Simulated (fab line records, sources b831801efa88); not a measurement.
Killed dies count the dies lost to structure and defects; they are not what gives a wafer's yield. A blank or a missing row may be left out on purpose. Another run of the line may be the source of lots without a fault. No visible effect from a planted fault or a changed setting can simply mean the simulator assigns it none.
What tool caused it?	flow sky130	Sampling: 12 lots, 36 wafers, 5 of 708 route steps

## WHAT THE GAUGES SHOWED, per wafer
SKY_VT_ADJUST_HVTR_TW_MEAS_11.
lot	measured	on	VT_ADJUST_HVTR_TW
L752	day 9 14:07	film_metro-01	209 209 210
L754	day 10 05:33	film_metro-02	206 207 206
L755	day 10 15:54	film_metro-01	208 209 210
L756	day 11 00:07	film_metro-01	209 208 207
L758	day 11 07:34	film_metro-04	215 216 213
L759	day 11 15:32	film_metro-01	207 207 207
L761	day 12 11:05	film_metro-01	208 208 208
L766	day 13 19:29	film_metro-04	191 191 191 191 193 191
L769	day 14 16:02	film_metro-04	193 193 193 194 192 194
L772	day 15 16:32	film_metro-01	206 207 207
L774	day 16 04:37	film_metro-02	206 206 207
L775	day 16 10:56	film_metro-02	206 206 206

SKY_SONOS_ONO_THK_MEAS_03.
lot	measured	on	SONOS_ONO_CVD_02_THK (nm)
L752	day 11 15:50	film_metro-03	10.60 10.47 10.67
L754	day 12 08:52	film_metro-03	10.50 10.48 10.54
L755	day 12 21:18	film_metro-01	10.55 10.69 10.65
L756	day 13 09:46	film_metro-02	10.55 10.56 10.60
L758	day 13 13:08	film_metro-01	10.49 10.51 10.48
L759	day 13 19:14	film_metro-02	10.28 10.35 10.29
L761	day 14 19:25	film_metro-03	10.22 10.15 10.27
L766	day 16 09:29	film_metro-03	10.60 10.57 10.59
L769	day 17 03:19	film_metro-03	10.25 10.23 10.25
L772	day 18 06:19	film_metro-02	10.37 10.28 10.44
L774	day 18 21:32	film_metro-02	10.37 10.14 10.30
L775	day 19 00:26	film_metro-02	10.38 10.28 10.35

SKY_SONOS_ONO_CD_MEAS_13: the cd target is 410 nm.
lot	measured	on	cd_nm (nm)
L752	day 12 18:00	cd_sem-01	409.9 409.0 410.8
L754	day 13 10:46	cd_sem-02	414.4 414.1 412.0
L755	day 14 00:03	cd_sem-02	409.7 409.4 409.1
L756	day 14 13:24	cd_sem-01	411.0 411.7 409.6
L758	day 14 16:44	cd_sem-01	411.6 412.1 413.9
L759	day 14 22:55	cd_sem-01	408.2 409.7 407.5
L761	day 15 22:59	cd_sem-01	412.8 410.3 410.7
L766	day 17 22:21	cd_sem-02	411.0 411.8 413.1
L769	day 18 09:36	cd_sem-02	410.0 407.8 404.8
L772	day 19 13:28	cd_sem-02	409.9 409.2 408.8
L774	day 20 05:06	cd_sem-01	410.8 408.5 409.0
L775	day 20 08:09	cd_sem-02	410.3 413.0 409.5

## WHAT TOOL EACH LOT RAN ON (gives the tool, then ch and the chambers of the sampled wafers, and finally the start)
lot	SKY_VT_ADJUST_HVTP_STRIP_10	SKY_VT_ADJUST_HVTR_IMPLANT_09
L752	plasma_asher-01 ch 0,1, day 6 04:36	implanter-01 ch 0, day 9 13:52
L754	plasma_asher-01 ch 1, day 6 18:47	implanter-01 ch 0, day 10 05:19
L755	plasma_asher-01 ch 0,1, day 7 02:27	implanter-04 ch 0, day 10 15:40
L756	plasma_asher-01 ch 0,1, day 7 10:30	implanter-02 ch 0, day 10 23:53
L758	plasma_asher-01 ch 0,1, day 7 17:44	implanter-02 ch 0, day 11 07:20
L759	plasma_asher-01 ch 0,1, day 7 23:17	implanter-01 ch 0, day 11 15:19
L761	plasma_asher-02 ch 0,1, day 8 18:27	implanter-04 ch 0, day 12 10:50
L766	plasma_asher-02 ch 0,1, day 9 17:55	implanter-04 ch 0, day 13 19:16
L769	plasma_asher-02 ch 1, day 10 12:30	implanter-04 ch 0, day 14 15:49
L772	plasma_asher-01 ch 0,1, day 11 10:22	implanter-02 ch 0, day 15 16:19
L774	plasma_asher-02 ch 0,1, day 11 20:22	implanter-02 ch 0, day 16 04:22
L775	plasma_asher-01 ch 0,1, day 12 02:05	implanter-02 ch 0, day 16 10:42
- SKY_VT_ADJUST_HVTP_STRIP_10: strips in O2/N2.
- SKY_VT_ADJUST_HVTR_IMPLANT_09

## WHAT THE TOOLS THEMSELVES READ (means of the sampled wafers that have a number; where no wafer has one, the mark that the record gives instead)
SKY_VT_ADJUST_HVTP_STRIP_10.
lot	tool	drypump_motor_current_A (A)	n2_flow_sccm (sccm)	oes_product_au (a.u.)	strip_time_to_endpoint_s (s)
L752	plasma_asher-01	5.7	300.6	0.714	14.12
L754	plasma_asher-01	5.4	301.8	0.715	14.20
L755	plasma_asher-01	5.8	299.8	0.716	14.18
L756	plasma_asher-01	6.1	300.0	0.717	14.21
L758	plasma_asher-01	5.7	299.2	0.711	14.19
L759	plasma_asher-01	6.1	299.2	0.714	14.23
L761	plasma_asher-02	5.7	299.5	0.715	14.17
L766	plasma_asher-02	5.7	300.0	0.714	14.23
L769	plasma_asher-02	5.8	299.5	0.712	14.21
L772	plasma_asher-01	6.0	300.1	0.715	14.21
L774	plasma_asher-02	5.7	299.7	0.717	14.16
L775	plasma_asher-01	6.1	298.4	0.714	14.22

SKY_VT_ADJUST_HVTR_IMPLANT_09.
lot	tool	dose_ions_cm2	faraday_current_uA
L752	implanter-01	2.1003e+12	12.03
L754	implanter-01	2.1014e+12	11.77
L755	implanter-04	2.1015e+12	11.90
L756	implanter-02	2.0968e+12	12.05
L758	implanter-02	2.0981e+12	11.83
L759	implanter-01	2.0967e+12	11.95
L761	implanter-04	2.0977e+12	12.00
L766	implanter-04	1.4447e+12	8.07
L769	implanter-04	1.4436e+12	8.18
L772	implanter-02	2.0997e+12	11.57
L774	implanter-02	2.0998e+12	11.95
L775	implanter-02	2.1019e+12	11.76

## THE ANSWER, worked out from the rows above alone
Rule: what is usual is taken from the lots themselves. The widest of any qualifying gaps counts: lots, ordered by their means at a reading, are off when they make up no more than a third of the lots, leave a main group of 4 or more, and stand apart from it by 3 or more times the standard deviation of that group's means. Not used: any main group whose means are identical at the precision the tables above print for the reading. A lot without any number at a reading at which 4 lots or more have one is off too. All remaining lots with rows at the step are treated as sound. First the gauges in route order, then the tools' own readings, where a lot's mean is used as printed above. The first step at which some lot is off is used, and at that step the reading that is off furthest; a lot without a number counts as furthest.
Off: L766, L769, seen at SKY_VT_ADJUST_HVTR_TW_MEAS_11 (VT_ADJUST_HVTR_TW). Main group: mean 208, sd 2.4.
A tool fits if, at a process step before that reading, it ran every lot that is off, and no sound lot after the first of them. The gauges at SKY_VT_ADJUST_HVTR_TW_MEAS_11 aren't tried: what is off there is off at SKY_VT_ADJUST_HVTR_IMPLANT_09 too, on other tools, and a gauge's error can't cause that. One fits: implanter-04 at SKY_VT_ADJUST_HVTR_IMPLANT_09. Its last sound lot is L761 (day 12 10:50), its first lot that is off L766 (day 13 19:16): a fault that began between those two fits.
The tool's own readings at SKY_VT_ADJUST_HVTR_IMPLANT_09 bear it out: on the lots that are off they differ by more than 5 times the standard deviation of the sound lots' means. dose_ions_cm2 reads 1.4442e+12 there against 2.0994e+12 on the sound lots; faraday_current_uA reads 8.12 there against 11.88 on the sound lots.

## WHAT THE SIMULATOR HAD PUT IN
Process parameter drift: implanter-04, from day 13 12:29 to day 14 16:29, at SKY_VT_ADJUST_HVTR_IMPLANT_09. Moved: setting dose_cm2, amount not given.
Shown lots that were struck: L766, L769. Same finding as the rule above.
